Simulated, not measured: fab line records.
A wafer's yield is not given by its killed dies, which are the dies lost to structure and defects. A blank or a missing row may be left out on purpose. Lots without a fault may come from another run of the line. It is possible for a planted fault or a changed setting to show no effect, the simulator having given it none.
fab line records + flow sky130
record
- lots=4
- wafers=12
- lastDay=48
route steps=708 shown VIA2@527 METAL3@532 CAPM@537 PAD_OPEN@708
lots untouched by any fault: they come from a run of this same line in which no faults occurred
startH: start of the lot's first displayed wafer, in hours after the record's first day + waitH: hours since the lot's step before + " repeats the value in the row above + L1.1+2: a row that stands for several wafers + - no value present, or no start provided + * or withheld: withheld + < > ~ a bound
route shown NAME@n: NAME is a module with steps in the file, n the number in the route of the first one + usual: mean/standard deviation taken from wafers without a fault + same: alike in all rows + chamber/n: place in a boat + sites: each site's reading + _std_site: standard deviation across them + _edge_site: outer sites' mean less inner sites' + radiusMm: how far each site lies from the wafer's centre + mask NAME#n: copy n + behind: tool/chamber where the wafer was last shaped + hold: cause of the lot's hold/its duration in hours/its outcome + device: names the non-switching transistor (n, p or np) + end of line: the route-end tests of the same wafers + where a step has no rows: the recipe by itself + killed: dies lost to structure and defects at the first sort, not the wafer's yield + map: per-die view of a wafer (x killed, . not killed, _ where there is no die)
set.NAME: setting as actually run; set.NAME@STEP: the setting as run at that earlier step + model.NAME: the simulator's own value behind a step, which no gauge read
lots seen at some steps along the route; tables by step, rows by wafer
services: a tool's chamber out of use, with start hour (startH, from the record's first day; less than 0 if before it), hours out, and reason
## steps
# step SKY_VIA2_SPUTTER_20
# recipe
- material=TiN
- targetThkNm=20
- chamberPressurePa=5
- powerW=4000
- timeS=80
# step SKY_VIA2_CVD_21
# recipe
- material=W
- targetThkNm=420
- timeS=126.4
- tempC=400
- pressureTorr=40
# step SKY_VIA2_CMP_24
# recipe
- stopOn=SiO2
- tOverpolishS=20
- downForcePsi=3.5
- platenRpm=60
- targetThkNm=0
- padVelocityMS=0.94248
# step SKY_METAL3_SPUTTER_00
# recipe
- material=Ti
- targetThkNm=15
- powerW=3000
- timeS=10
- chamberPressurePa=0.4
# step SKY_METAL3_SPUTTER_01
# recipe
- material=TiN
- targetThkNm=20
- powerW=6500
- timeS=16.7
- chamberPressurePa=0.4
# step SKY_METAL3_SPUTTER_02
# recipe
- material=AlCu
- targetThkNm=735
- powerW=10600
- timeS=39.1
- chamberPressurePa=0.4
# step SKY_METAL3_SPUTTER_03
# recipe
- material=Ti
- targetThkNm=5
- powerW=3000
- timeS=3.3
- chamberPressurePa=0.4
# step SKY_METAL3_SPUTTER_04
# recipe
- material=TiN
- targetThkNm=70
- powerW=6500
- timeS=58.3
- chamberPressurePa=0.4
# step SKY_CAPM_CVD_00
# recipe
- material=SiO2
- targetThkNm=15.5
- tempC=400
- timeS=withheld
- rfW=450
# step SKY_CAPM_SPUTTER_02
# recipe
- material=TiN
- targetThkNm=200
- tempC=300
- powerW=6500
- timeS=166.7
- chamberPressurePa=0.4
# usual
- throttleValvePct=30.6/0.95
| lot.wafer | tool          | chamber | startH | waitH | throttleValvePct | model.TiN_of_CAPM_SPUTTER_02.thkNm |
|-----------|---------------|---------|--------|-------|------------------|------------------------------------|
| L154.1    | pvdSputter-04 | -       | 859.71 | 0.1   | 29.1             | 199.8                              |
| L154.2    | "             | -       | "      | "     | 30.8             | 200.9                              |
| L154.6    | "             | -       | "      | "     | 30.7             | 203.2                              |
| L164.3    | pvdSputter-04 | -       | 934.37 | 0.0   | 30.9             | 204.9                              |
| L164.4    | "             | -       | "      | "     | 30.6             | 204.4                              |
| L164.5    | "             | -       | "      | "     | 30.8             | 201.7                              |
| L166.2    | pvdSputter-04 | -       | 943.07 | 0.0   | 29.1             | 208                                |
| L166.5    | "             | -       | "      | "     | 31.1             | 209.8                              |
| L166.6    | "             | -       | "      | "     | 30.2             | 209.7                              |
| L167.4    | pvdSputter-02 | -       | 960.85 | 0.0   | 31.3             | 200.4                              |
| L167.5    | "             | -       | "      | "     | 32.2             | 197.3                              |
| L167.6    | "             | -       | "      | "     | 29.7             | 198.2                              |
# step SKY_CAPM_DEHYDRATE_05
# recipe
- tempC=200
- timeS=60
# step SKY_CAPM_HMDS_06
# recipe
- primeTimeS=60
- primeTempC=120
# step SKY_CAPM_COAT_07
# recipe
- resist=NOVOLAK
- spinRpm=2965
- resistThkNm=1140
# step SKY_CAPM_SOFTBAKE_08
# recipe
- tempC=90
- timeS=60
- resist=NOVOLAK
# step SKY_CAPM_EXPOSE_09
# recipe
- maskId=CAPM
- na=0.6
- sourceShape=conventional
- sigmaOuter=0.6
- polarization=unpolarized
- targetCdNm=1000
- doseMj=159
# step SKY_CAPM_PEB_10
# recipe
- tempC=withheld
- timeS=*
- resist=NOVOLAK
# step SKY_CAPM_DEVELOP_11
# recipe
- resist=NOVOLAK
- developer=TMAH
- developTimeS=60
- devTempC=23
# step SKY_CAPM_METAL_ETCH_13
# recipe
- targetDepthNm=220
- stopOn=SiO2
- chemistry=Cl2/BCl3
- target=TiN
- pressureMtorr=10
- icpW=900
- biasW=48.5
- Cl2_flow_sccm=60
- bcl3FlowSccm=30
- timeS=62.9
# usual
- bcl3FlowSccm=30.00/0.09
- drypumpMotorCurrentA=5.7/0.57
- oesProductAu=0.942/0.008
- throttleValvePct=21.901/0.01
| lot.wafer | tool        | chamber | startH | waitH | bcl3FlowSccm | drypumpMotorCurrentA | oesProductAu | rfHoursCounterH | throttleValvePct | model.etch.depthNm | model.CAPM.featureDepthNm |
|-----------|-------------|---------|--------|-------|--------------|----------------------|--------------|-----------------|------------------|--------------------|---------------------------|
| L154.1    | rieMetal-02 | 0       | 884.90 | 0.0   | 29.96        | 6.7                  | 0.940        | 19              | 21.908           | 199.8              | 199.8                     |
| L154.2    | "           | 0       | "      | "     | 30.03        | 6.7                  | 0.946        | -               | 21.894           | 200.9              | 200.9                     |
| L154.6    | "           | 0       | "      | "     | 30.02        | 6.7                  | 0.954        | -               | 21.891           | 203.2              | 203.2                     |
| L164.3    | rieMetal-02 | 1       | 958.68 | 0.0   | 30.05        | 5.4                  | 0.956        | -               | 21.882           | 204.9              | 204.9                     |
| L164.4    | "           | 0       | "      | "     | 29.91        | 6.7                  | 0.952        | -               | 21.900           | 204.4              | 204.4                     |
| L164.5    | "           | 1       | "      | "     | 30.14        | 5.3                  | 0.948        | -               | 21.897           | 201.7              | 201.7                     |
| L166.2    | rieMetal-03 | 1       | 967.80 | 0.0   | 29.91        | 5.4                  | 0.973        | 3               | 21.890           | 208                | 208                       |
| L166.5    | "           | 0       | "      | "     | 29.81        | 6.1                  | 0.962        | -               | 21.872           | 209.8              | 209.8                     |
| L166.6    | "           | 1       | "      | "     | 30.01        | 5.4                  | 0.963        | -               | 21.880           | 209.7              | 209.7                     |
| L167.4    | rieMetal-03 | 1       | 984.27 | 0.0   | 30.00        | 5.4                  | 0.930        | -               | 21.890           | 200.4              | 200.4                     |
| L167.5    | "           | 1       | "      | "     | 29.85        | 5.4                  | 0.921        | -               | 21.916           | 197.3              | 197.3                     |
| L167.6    | "           | 0       | "      | "     | 30.02        | 6.1                  | 0.945        | -               | 21.910           | 198.2              | 198.2                     |
# step SKY_CAPM_STRIP_14
# recipe
- chemistry=O2/N2
- powerW=1400
- pressureMtorr=1500
- platenTempC=withheld
- o2FlowSccm=3000
- n2FlowSccm=300
- overashFraction=0.5
# step SKY_CAPM_STRIP_15
# recipe
- chemistry=postEtchResidueRemover
- timeS=1200
- tempC=72.5
# step SKY_CAPM_CLEAN_16
# recipe
- chemistry=IPA
- timeS=180
- tempC=25
# step SKY_CAPM_CLEAN_17
# recipe
- chemistry=O3/DIW
- dry=n2Spin
# step SKY_METAL3_DEHYDRATE_05
# recipe
- tempC=200
- timeS=60
# step SKY_METAL3_HMDS_06
# recipe
- primeTimeS=60
- primeTempC=120
# step SKY_METAL3_COAT_07
# recipe
- resist=BARC
- tempC=withheld
- timeS=withheld
- spinRpm=3000
- resistThkNm=60
# step SKY_METAL3_COAT_08
# recipe
- resist=KrF-thick
- spinRpm=3000
- resistThkNm=1140
# step SKY_METAL3_SOFTBAKE_09
# recipe
- tempC=100.4
- timeS=90
- resist=KrF-thick
# step SKY_METAL3_EXPOSE_10
# recipe
- maskId=MM3
- na=0.68
- sourceShape=annular
- sigmaInner=0.4
- sigmaOuter=0.8
- targetCdNm=300
- doseMj=28
# step SKY_METAL3_PEB_11
# recipe
- pebTempC=withheld
- pebTimeS=withheld
- resist=KrF-thick
# step SKY_METAL3_DEVELOP_12
# recipe
- developTimeS=60
- resist=KrF-thick
- devTempC=21
# step SKY_METAL3_DESCUM_15
# recipe
- chemistry=O2
- sourcePowerW=150
- biasPowerW=0
- pressureMtorr=10
- tempC=40
- timeS=8
# step SKY_METAL3_ETCH_16
# recipe
- chemistry=N2/H2
- target=BARC
- ionEnergyEv=200
- biasW=100
- pressureMtorr=30
- n2FlowSccm=100
- h2FlowSccm=200
- icpW=500
- stopOn=SiO2
- timeS=88.2
- targetDepthA=600
# step SKY_METAL3_ETCH_17
# recipe
- target=SiO2
- stopOn=TiN
- chemistry=C4F8/O2/Ar
- sourceW=1500
- biasW=1200
- pressureMtorr=40
- c4f8FlowSccm=withheld
- O2_flow_sccm=6
- Ar_flow_sccm=300
- timeS=3.9
- targetDepthA=150
# step SKY_METAL3_METAL_ETCH_18
# recipe
- targetDepthA=8450
- stopOn=SiO2
- overEtchFrac=0.3
- timeS=183.1
- chemistry=Cl2/BCl3
- resistSidewallDeg=88
- pressureMtorr=10
- icpW=900
- biasW=48.5
- Cl2_flow_sccm=60
- bcl3FlowSccm=30
# step SKY_METAL3_STRIP_20
# recipe
- chemistry=postEtchResidueRemover
- timeS=1200
- tempC=72.5
| lot.wafer | tool        | chamber | startH  | waitH | model.TiN_of_CAPM_SPUTTER_02.thkNm |
|-----------|-------------|---------|---------|-------|------------------------------------|
| L154.1    | wetBench-04 | 0       | 911.48  | 0.1   | 199                                |
| L154.2    | "           | 0       | "       | "     | 200                                |
| L154.6    | "           | 0       | "       | "     | 202.4                              |
| L164.3    | wetBench-04 | 2       | 983.68  | 0.0   | 204.1                              |
| L164.4    | "           | 2       | "       | "     | 203.6                              |
| L164.5    | "           | 2       | "       | "     | 200.9                              |
| L166.2    | wetBench-04 | 2       | 992.91  | 0.1   | 207.2                              |
| L166.5    | "           | 2       | "       | "     | 209                                |
| L166.6    | "           | 2       | "       | "     | 208.9                              |
| L167.4    | wetBench-01 | 3       | 1008.73 | 0.0   | 199.6                              |
| L167.5    | "           | 3       | "       | "     | 196.5                              |
| L167.6    | "           | 3       | "       | "     | 197.4                              |
# step SKY_PAD_OPEN_PROBE_99
# usual
- defectLimitedYield=82.3/1.9
- killed_at_M0_to_M3=44/7.4
- killed_at_M4_up=3.2/1.8
- killedAtContacts=25/5.2
- killedAtFrontEnd=15/4.5
- killedAtOther=0.2/0.43
- killedDies=87/9.6
- killedOpen=48/7.6
- killedShort=40/5.7
- sort_bin_3_pad_short=0.9/0.45
- sort_bin_5_function=10.5/1.5
- sort_bin_6_memory=6.3/1.2
- sortNPass=405/9.6
- sortYieldPct=82.3/1.9
# same
- grossDies=492
- killedAtBackSide=0
- sort_bin_4_leakage[%]=0
- sort_bin_8_speed[%]=0
| lot.wafer | tool      | chamber | startH  | waitH | defectLimitedYield[%] | killed_at_M0_to_M3 | killed_at_M4_up | killedAtContacts | killedAtFrontEnd | killedAtOther | killedDies | killedOpen | killedShort | sort_bin_3_pad_short[%] | sort_bin_5_function[%] | sort_bin_6_memory[%] | sortNPass | sortYieldPct[%] | model.etest.capMim.plateOhmSq |
|-----------|-----------|---------|---------|-------|-----------------------|--------------------|-----------------|------------------|------------------|---------------|------------|------------|-------------|-------------------------|------------------------|----------------------|-----------|-----------------|-------------------------------|
| L154.1    | prober-02 | -       | 1082.51 | 0.1   | 81.9                  | 50                 | 6               | 21               | 12               | 0             | 89         | 49         | 40          | 0.8                     | 10.8                   | 6.5                  | 403       | 81.9            | 5.99                          |
| L154.2    | prober-02 | -       | 1082.56 | 0.1   | 83.9                  | 40                 | 0               | 25               | 14               | 0             | 79         | 42         | 37          | 1.6                     | 8.9                    | 5.5                  | 413       | 83.9            | 5.976                         |
| L154.6    | prober-02 | -       | 1082.76 | 0.2   | 82.1                  | 40                 | 2               | 28               | 18               | 0             | 88         | 59         | 29          | 1.0                     | 10.6                   | 6.3                  | 404       | 82.1            | 5.965                         |
| L164.3    | prober-02 | -       | 1142.62 | 0.2   | 81.9                  | 40                 | 3               | 30               | 16               | 0             | 89         | 55         | 34          | 1.2                     | 11.0                   | 5.9                  | 403       | 81.9            | 5.794                         |
| L164.4    | prober-02 | -       | 1142.67 | 0.2   | 86.8                  | 32                 | 0               | 21               | 12               | 0             | 65         | 36         | 29          | 0.4                     | 8.9                    | 3.9                  | 427       | 86.8            | 5.856                         |
| L164.5    | prober-02 | -       | 1142.72 | 0.2   | 80.3                  | 44                 | 3               | 27               | 23               | 0             | 97         | 52         | 45          | 1.0                     | 13.0                   | 5.7                  | 395       | 80.3            | 5.94                          |
| L166.2    | prober-02 | -       | 1149.57 | 0.1   | 78.9                  | 52                 | 1               | 25               | 24               | 2             | 104        | 58         | 46          | 0.4                     | 13.4                   | 7.3                  | 388       | 78.9            | 5.809                         |
| L166.5    | prober-02 | -       | 1149.72 | 0.2   | 81.9                  | 45                 | 2               | 23               | 19               | 0             | 89         | 46         | 43          | 0.8                     | 11.8                   | 5.5                  | 403       | 81.9            | 5.67                          |
| L166.6    | prober-02 | -       | 1149.77 | 0.2   | 79.7                  | 47                 | 3               | 32               | 18               | 0             | 100        | 59         | 41          | 1.0                     | 10.6                   | 8.7                  | 392       | 79.7            | 5.787                         |
| L167.4    | prober-01 | -       | 1161.38 | 0.2   | 82.5                  | 48                 | 4               | 21               | 13               | 0             | 86         | 42         | 44          | 1.2                     | 11.4                   | 4.9                  | 406       | 82.5            | 5.96                          |
| L167.5    | prober-01 | -       | 1161.43 | 0.2   | 80.1                  | 49                 | 3               | 26               | 20               | 0             | 98         | 52         | 46          | 0.8                     | 10.4                   | 8.7                  | 394       | 80.1            | 6.03                          |
| L167.6    | prober-01 | -       | 1161.48 | 0.2   | 81.5                  | 50                 | 3               | 19               | 18               | 1             | 91         | 46         | 45          | 1.2                     | 11.0                   | 6.3                  | 401       | 81.5            | 6.072                         |
# killed by level:class
L154.1 VIA1:geometricParticle:open=10 CONTACT:geometricParticle:open=7 METAL2:geometricParticle:short=7 LI_CONTACT:geometricParticle:open=6 METAL1:geometricParticle:short=6 VIA2:geometricParticle:open=5 POLY_GATE:geometricParticle:open=4 LOCAL_INTERCONNECT:geometricParticle:short=4
L154.2 CONTACT:geometricParticle:open=10 LI_CONTACT:geometricParticle:open=7 VIA1:geometricParticle:short=7 FIELD_ISO:geometricParticle:short=6 VIA2:geometricParticle:open=6 METAL2:geometricParticle:short=5 VIA3:geometricParticle:open=5 CONTACT:geometricParticle:short=4
L154.6 VIA1:geometricParticle:open=13 CONTACT:geometricParticle:open=10 VIA3:geometricParticle:open=10 LI_CONTACT:geometricParticle:open=9 FIELD_ISO:geometricParticle:open=5 METAL1:geometricParticle:short=5 SPACER:geometricParticle:open=4 LOCAL_INTERCONNECT:geometricParticle:short=4
L164.3 VIA1:geometricParticle:open=16 LI_CONTACT:geometricParticle:open=13 METAL1:geometricParticle:short=7 LI_CONTACT:geometricParticle:short=6 VIA2:geometricParticle:open=6 CONTACT:geometricParticle:short=5 CONTACT:geometricParticle:open=5 FIELD_ISO:geometricParticle:short=4
L164.4 VIA2:geometricParticle:open=8 CONTACT:geometricParticle:open=7 FIELD_ISO:geometricParticle:short=6 LI_CONTACT:geometricParticle:open=6 VIA1:geometricParticle:open=6 CONTACT:geometricParticle:short=5 METAL1:geometricParticle:short=4 VIA3:geometricParticle:open=4
L164.5 CONTACT:geometricParticle:open=11 FIELD_ISO:geometricParticle:open=8 METAL1:geometricParticle:short=7 VIA1:geometricParticle:open=7 VIA2:geometricParticle:open=6 VIA3:geometricParticle:open=6 FIELD_ISO:geometricParticle:short=5 LI_CONTACT:geometricParticle:short=5
L166.2 VIA1:geometricParticle:open=15 CONTACT:geometricParticle:open=12 FIELD_ISO:geometricParticle:open=7 VIA1:geometricParticle:short=7 LI_CONTACT:geometricParticle:open=6 FIELD_ISO:geometricParticle:short=5 POLY_GATE:geometricParticle:open=5 METAL1:geometricParticle:short=5
L166.5 VIA1:geometricParticle:open=14 FIELD_ISO:geometricParticle:short=9 CONTACT:geometricParticle:open=9 METAL2:geometricParticle:short=6 LI_CONTACT:geometricParticle:open=5 VIA2:geometricParticle:open=5 FIELD_ISO:geometricParticle:open=4 METAL1:geometricParticle:short=4
L166.6 VIA1:geometricParticle:open=13 LI_CONTACT:geometricParticle:open=11 CONTACT:geometricParticle:open=10 FIELD_ISO:geometricParticle:short=6 VIA3:geometricParticle:open=6 METAL1:geometricParticle:short=5 VIA1:geometricParticle:short=4 VIA2:geometricParticle:open=4
L167.4 METAL2:geometricParticle:short=11 VIA1:geometricParticle:open=11 LOCAL_INTERCONNECT:geometricParticle:short=8 LI_CONTACT:geometricParticle:open=7 VIA2:geometricParticle:short=7 FIELD_ISO:geometricParticle:open=6 VIA2:geometricParticle:open=6 METAL1:geometricParticle:short=5
L167.5 CONTACT:geometricParticle:open=12 VIA1:geometricParticle:short=9 VIA3:geometricParticle:open=8 VIA1:geometricParticle:open=6 METAL1:geometricParticle:short=6 METAL2:geometricParticle:short=6 VIA2:geometricParticle:open=6 POLY_GATE:geometricParticle:short=5
L167.6 VIA2:geometricParticle:open=11 VIA3:geometricParticle:open=8 LI_CONTACT:geometricParticle:open=7 FIELD_ISO:geometricParticle:short=6 METAL1:geometricParticle:short=6 CONTACT:geometricParticle:open=5 METAL2:geometricParticle:short=5 FIELD_ISO:geometricParticle:open=4
## services
| tool          | chamber | startH  | hours | kind                  |
|---------------|---------|---------|-------|-----------------------|
| pvdSputter-02 | -       | 854.54  | 4.9   | repair                |
| rieMetal-03   | 0       | 861.43  | -     | clean                 |
| rieMetal-03   | 0       | 861.43  | 19.9  | scheduledDown         |
| rieMetal-03   | 0       | 861.43  | 19.9  | ventCycle             |
| rieMetal-02   | 1       | 868.53  | 20.7  | repair                |
| rieMetal-03   | 1       | 881.69  | -     | clean                 |
| rieMetal-03   | 1       | 881.69  | 31.7  | scheduledDown         |
| rieMetal-03   | 1       | 881.69  | 31.7  | ventCycle             |
| pvdSputter-04 | 2       | 882.18  | -     | consumableReplace:kit |
| pvdSputter-04 | 2       | 882.18  | 18.0  | scheduledDown         |
| pvdSputter-04 | 2       | 882.18  | 18.0  | ventCycle             |
| wetBench-04   | -       | 886.68  | 1.6   | repair                |
| rieMetal-03   | -       | 902.24  | 0.3   | repair                |
| rieMetal-03   | -       | 912.49  | 0.3   | repair                |
| rieMetal-02   | 0       | 930.80  | -     | clean                 |
| wetBench-01   | -       | 960.08  | 1.9   | pm                    |
| rieMetal-03   | -       | 973.50  | 0.1   | repair                |
| rieMetal-02   | -       | 973.98  | 0.3   | repair                |
| rieMetal-02   | -       | 982.99  | 1.4   | pm                    |
| pvdSputter-04 | -       | 983.36  | 7.5   | repair                |
| pvdSputter-04 | 1       | 996.09  | -     | consumableReplace:kit |
| pvdSputter-04 | 1       | 996.09  | 18.0  | scheduledDown         |
| pvdSputter-04 | 1       | 996.09  | 18.0  | ventCycle             |
| rieMetal-02   | 0       | 1004.57 | 1.5   | repair                |
## key
firstSign none at tools or gauges
modelEffect
- step=SKY_CAPM_SPUTTER_02
- value=TiN_of_CAPM_SPUTTER_02.thkNm
- without=202.3
- struck=206.4
modelEffect
- step=SKY_CAPM_METAL_ETCH_13
- value=etch.depthNm
- without=202.3
- struck=206.4
modelEffect
- step=SKY_METAL3_STRIP_20
- value=TiN_of_CAPM_SPUTTER_02.thkNm
- without=201.5
- struck=205.6
modelEffect
- step=SKY_PAD_OPEN_PROBE_99
- value=etest.capMim.plateOhmSq
- without=5.927
- struck=5.809
metAt SKY_CAPM_SPUTTER_02
struckWafers L164.3,L164.4,L164.5,L166.2,L166.5,L166.6
onsetBetween 859.71 934.37
fault
- kind=processParameterDrift
- tool=pvdSputter-04
- chamber=-
- onsetH=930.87
- steps=SKY_CAPM_SPUTTER_02
- channel=targetThkNm
- offset=4.104
- shape=step
- endH=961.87
- actsIn=theseRecipesOnly
- stated=200
